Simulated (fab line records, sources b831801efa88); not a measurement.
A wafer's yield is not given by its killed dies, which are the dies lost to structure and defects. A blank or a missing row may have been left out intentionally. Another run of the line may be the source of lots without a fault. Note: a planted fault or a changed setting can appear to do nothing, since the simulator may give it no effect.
Chamber matching ; flow sky130 ; 3 sister chambers for SKY_CAPM_CVD_00 on pecvd-02
The step deposits SiO2, target thk 15.5 nm. 20 wafers are shown with their chamber, then 10 later ones without.

## WAFERS PAIRED WITH THEIR CHAMBERS
wafer;chamber;heater power w (W);heater power outer w (W)
L075.1;1;731;458
L075.3;2;801;464
L075.6;2;813;476
L078.2;0;853;506
L078.3;2;837;507
L078.4;0;841;525
L086.1;1;724;464
L086.2;2;889;518
L086.6;2;880;517
L085.1;1;716;455
L085.3;2;744;413
L085.6;0;920;539
L087.1;1;717;455
L087.2;0;846;525
L087.4;2;834;491
L089.1;1;637;394
L089.3;2;759;435
L089.6;0;755;439
L091.3;2;872;506
L091.4;0;871;524

SIGNATURES, as means of the wafers listed above
reading;chamber 0;chamber 1;chamber 2;scatter within a chamber
heater power w;847.67;705.00;825.44;49.4
heater power outer w;509.67;445.20;480.78;35.1
Rule: distance of a wafer from a chamber = root of the sum over the readings of ((wafer's reading minus chamber's mean) / reading's scatter) squared. If the next closest chamber is less than 2 further off than the closest, the wafer can't be placed; otherwise it belongs to the closest. The scatter: the root of (the sum of the squares of (reading less its chamber's mean) over the shown wafers, divided by (wafers less chambers)).

## WAFERS WHOSE CHAMBER IS MISSING
wafer;heater power w (W);heater power outer w (W)
L091.5;891;518
L093.1;862;523
L093.3;599;374
L093.6;617;382
L097.2;629;416
L097.3;881;513
L097.5;851;514
L096.1;826;490
L096.2;748;436
L096.6;644;395

## THE CHAMBER EACH PASSED THROUGH
wafer;from the rows above;in truth
L091.5;can't be placed: 0 or 2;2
L093.1;can't be placed: 0 or 2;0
L093.3;1;1
L093.6;1;1
L097.2;1;1
L097.3;can't be placed: 0 or 2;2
L097.5;can't be placed: 0 or 2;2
L096.1;can't be placed: 2 or 0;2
L096.2;can't be placed: 1 or 2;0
L096.6;1;1
Correct placement for 4 of the 10. From these rows, 6 cannot be placed; in 5 the true chamber is one of the candidates. Placed wrongly: 0.
